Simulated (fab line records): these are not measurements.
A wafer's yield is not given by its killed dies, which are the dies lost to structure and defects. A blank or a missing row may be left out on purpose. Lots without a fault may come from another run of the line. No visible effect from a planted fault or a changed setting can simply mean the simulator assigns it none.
Which of the tools did it? -- flow sky130 -- Sampling: 11 lots, 33 wafers, 5 of 708 route steps

== WHAT EACH GAUGE READ, for each wafer ==
SKY_VIA1_BOW_MEAS_03.
lot,measured,on,VIA1_BOW (um)
L800,day 34 09:10,filmMetro-01,87 85 77
L802,day 35 01:19,filmMetro-02,77 89 90
L803,day 35 01:56,filmMetro-04,79 84 87
L805,day 35 21:08,filmMetro-02,89 79 89
L808,day 36 19:55,filmMetro-04,86 83 79
L810,day 37 07:03,filmMetro-04,75 88 82
L813,day 38 07:14,filmMetro-04,79 79 84
L814,day 38 11:52,filmMetro-04,82 87 86
L817,day 39 09:28,filmMetro-01,87 90 89
L818,day 39 19:28,filmMetro-01,77 72 89
L822,day 40 11:05,filmMetro-01,79 92 89

SKY_METAL2_RS_MEAS_05: measurement is done with a four-point probe.
lot,measured,on,METAL2_ALCU_RS (ohm/sq)
L800,day 35 14:15,filmMetro-03,0.1255 0.1267 0.1274
L802,day 36 06:08,filmMetro-02,0.1246 0.1252 0.1260
L803,day 36 06:49,filmMetro-04,0.1276 0.1255 0.1263
L805,day 37 01:04,filmMetro-03,0.1257 0.1266 0.1279
L808,day 37 23:41,filmMetro-03,0.1267 0.1252 0.1252
L810,day 38 11:19,filmMetro-04,0.1256 0.1277 0.1258
L813,day 39 10:31,filmMetro-04,0.1266 0.1235 0.1252 0.1267 0.1239 0.1256
L814,day 39 15:22,filmMetro-02,0.1255 0.1242 0.1272 0.1255 0.1242 0.1272
L817,day 40 12:20,filmMetro-04,0.1267 0.1248 0.1243
L818,day 40 21:42,filmMetro-04,0.1259 0.1250 0.1269
L822,day 41 13:20,filmMetro-02,0.1253 0.1249 0.1264

== WHICH TOOL RAN EACH LOT (tool, then ch and the chambers of the sampled wafers, then the start) ==
lot,SKY_VIA1_ETCH_14,SKY_VIA1_CVD_21,SKY_METAL2_SPUTTER_04
L800,"rieDiel-02 ch 0,1,3, day 35 12:48","cvdW-01 ch 0,1, day 35 13:32","pvdSputter-01, day 35 14:12"
L802,"rieDiel-03 ch 0,1,3, day 36 04:38","cvdW-01 ch 0,1, day 36 05:25","pvdSputter-01, day 36 06:06"
L803,"rieDiel-02 ch 0,1,3, day 36 05:18","cvdW-02 ch 0,1, day 36 06:05","pvdSputter-03, day 36 06:44"
L805,"rieDiel-04 ch 0,2,3, day 36 23:30","cvdW-01 ch 0,1, day 37 00:21","pvdSputter-02, day 37 01:01"
L808,"rieDiel-02 ch 0,2,3, day 37 22:00","cvdW-01 ch 0,1, day 37 22:44","pvdSputter-03, day 37 23:37"
L810,"rieDiel-03 ch 0,3, day 38 09:51","cvdW-01 ch 0,1, day 38 10:35","pvdSputter-01, day 38 11:15"
L813,"rieDiel-04 ch 0,2,3, day 39 09:00","cvdW-02 ch 0,1, day 39 09:46","pvdSputter-03, day 39 10:24"
L814,"rieDiel-02 ch 1,2,3, day 39 13:39","cvdW-01 ch 0,1, day 39 14:25","pvdSputter-03, day 39 15:16"
L817,"rieDiel-04 ch 1,3, day 40 10:51","cvdW-02 ch 0,1, day 40 11:37","pvdSputter-01, day 40 12:15"
L818,"rieDiel-02 ch 1,2, day 40 20:11","cvdW-01 ch 0,1, day 40 20:57","pvdSputter-01, day 40 21:35"
L822,"rieDiel-02 ch 1,2, day 41 11:30","cvdW-02 ch 0,1, day 41 12:19","pvdSputter-02, day 41 13:14"
- SKY_VIA1_ETCH_14: etches BARC in N2/H2, stops on SiO2, time 45.9 s, target depth 60 nm.
- SKY_VIA1_CVD_21: deposits W, target thk 270 nm, time 80.902 s.
- SKY_METAL2_SPUTTER_04: material TiN, target thk 70 nm, time 58.3 s.

== AS READ BY THE TOOLS THEMSELVES (means over the sampled wafers that have a number; for cases with no such wafer, the mark the record gives instead) ==
SKY_VIA1_ETCH_14.
lot,tool,drypumpMotorCurrentA (A),n2FlowSccm (sccm),oesProductAu (a.u.),throttleValvePct (%)
L800,rieDiel-02,5.2,100.18,0.855,13.229
L802,rieDiel-03,6.0,100.14,0.854,13.227
L803,rieDiel-02,5.2,100.17,0.854,13.223
L805,rieDiel-04,5.8,100.11,0.853,13.219
L808,rieDiel-02,5.5,100.20,0.857,13.210
L810,rieDiel-03,5.8,99.84,0.854,13.222
L813,rieDiel-04,5.8,100.20,0.854,13.218
L814,rieDiel-02,5.4,99.96,0.854,13.226
L817,rieDiel-04,5.5,99.61,0.855,13.228
L818,rieDiel-02,5.6,99.86,0.851,13.223
L822,rieDiel-02,5.3,99.94,0.853,13.219

SKY_VIA1_CVD_21.
lot,tool,heaterPowerW (W)
L800,cvdW-01,845
L802,cvdW-01,839
L803,cvdW-02,911
L805,cvdW-01,841
L808,cvdW-01,832
L810,cvdW-01,843
L813,cvdW-02,925
L814,cvdW-01,758
L817,cvdW-02,909
L818,cvdW-01,759
L822,cvdW-02,908

SKY_METAL2_SPUTTER_04.
lot,tool,throttleValvePct (%)
L800,pvdSputter-01,31.6
L802,pvdSputter-01,31.5
L803,pvdSputter-03,28.7
L805,pvdSputter-02,29.8
L808,pvdSputter-03,30.0
L810,pvdSputter-01,31.5
L813,pvdSputter-03,29.0
L814,pvdSputter-03,29.2
L817,pvdSputter-01,31.4
L818,pvdSputter-01,31.2
L822,pvdSputter-02,29.5

== THE ANSWER, worked out from the rows above alone ==
Rule: what is usual is taken from the lots themselves. The widest of any qualifying gaps counts: lots, ordered by their means at a reading, are off when they make up no more than a third of the lots, leave a main group of 4 or more, and stand apart from it by 3 or more times the standard deviation of that group's means. A main group whose means are all the same, to the digits that the tables above print for the reading, isn't used. A lot without any number at a reading at which 4 lots or more have one is off too. Where the step has rows for the other lots, those lots are counted as sound. Order of review: gauges by route order, followed by the tools' own readings, for which a lot's mean as printed above is used. At the first step where some lot is off, the reading lying furthest off is the one used; lots without a number count as furthest.
Nothing can be told from this: no lot is off at any reading shown.

== WHAT WAS PUT IN BY THE SIMULATOR ==
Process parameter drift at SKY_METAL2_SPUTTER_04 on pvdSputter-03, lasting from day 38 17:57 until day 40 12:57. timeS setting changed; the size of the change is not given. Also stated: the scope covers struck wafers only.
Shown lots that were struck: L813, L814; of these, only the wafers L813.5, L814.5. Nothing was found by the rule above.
